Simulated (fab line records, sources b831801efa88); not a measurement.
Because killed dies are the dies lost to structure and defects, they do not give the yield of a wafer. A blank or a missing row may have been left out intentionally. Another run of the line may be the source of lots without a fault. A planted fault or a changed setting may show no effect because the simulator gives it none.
The same fault as seen by 2 desks :: flow gf180mcu :: each desk holds nothing but its own numbers, with what lay behind them at the end

## FROM THE METROLOGY DESK
Means of the sampled wafers that have a number, per lot and without regard to the tool the lot ran on: this is what the gauges read. Any lot whose mean is over 4 standard deviations away from the usual mean is out of limits and marked OUT; that distance is given in the brackets.
Columns: A = V1_CVD_00_THK at GF_V1_THK_MEAS_01, usual 599 nm; B = V1_CVD_02_THK at GF_V1_THK_MEAS_03, usual 852 nm; C = V1_BOW at GF_V1_BOW_MEAS_05, usual 83 um; D = cdNm at GF_V1_CD_MEAS_14, usual 260.1 nm; E = V1_OVL at GF_V1_OVL_MEAS_15, usual 2 nm
lot: L809
first seen here: day 19 02:56
A: 599
B: 842
C: 78
D: 259.9
E: -3

lot: L812
first seen here: day 20 05:24
A: 604
B: 841
C: 81
D: 260.1
E: 4

lot: L821
first seen here: day 23 07:02
A: 594
B: 846
C: 82
D: 257.8
E: -2

lot: L823
first seen here: day 24 02:25
A: 603
B: 866
C: 84
D: 257.3
E: 6

lot: L824
first seen here: day 24 11:49
A: 597
B: 854
C: 74
D: 258.4
E: -4

lot: L825
first seen here: day 24 12:31
A: 605
B: 850
C: 100
D: 261.4
E: 6
This desk found nothing out of limits on any of the 6 lots.

## THE TOOL OWNER'S DESK: lithoTrack-01
The tool's own readings at GF_V1_SOFTBAKE_10 (time 60 s): means of the sampled wafers that have a number, for each lot that ran on this tool. Any lot whose mean is over 4 standard deviations away from the usual mean is out of limits and marked OUT; that distance is given in the brackets.
Columns: A = chillPlateTempC at GF_V1_SOFTBAKE_10, usual 23.00 C; B = heaterPowerTotalW at GF_V1_SOFTBAKE_10, usual 93.06 W; C = resistLineTempC at GF_V1_SOFTBAKE_10, usual 22.98 C; D = runLengthS at GF_V1_SOFTBAKE_10, usual 89.02 s
lot: L812
first seen here: day 20 17:00
A: 23.00
B: 93.08
C: 23.03
D: 88.79

lot: L821
first seen here: day 23 19:00
A: 22.91
B: 96.02 (+47) OUT
C: 23.09
D: 83.70 (-22) OUT

lot: L823
first seen here: day 24 14:00
A: 23.05
B: 99.12 (+96) OUT
C: 23.04
D: 78.62 (-43) OUT
Finding of this desk: L821, L823 out of limits; the first was L821 at day 23 19:00, on heaterPowerTotalW at GF_V1_SOFTBAKE_10. Within limits: L812.

## BROUGHT TOGETHER
The tool owner's desk could have raised an alarm at day 23 19:00, on L821, L823.
The metrology desk saw nothing out of limits.
The metrology desk holds a record of L821, L823, inside its limits.
Of the lots named, all ran GF_V1_SOFTBAKE_10 on lithoTrack-01.

## WHAT THE SIMULATOR HAD INSERTED
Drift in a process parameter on lithoTrack-01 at GF_V1_SOFTBAKE_10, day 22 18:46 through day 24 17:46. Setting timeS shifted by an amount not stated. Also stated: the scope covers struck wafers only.
Lots struck among those shown: L821, L823.
How many hours passed from the start of the fault until each desk's first out-of-limits reading: the tool owner's desk, 24.
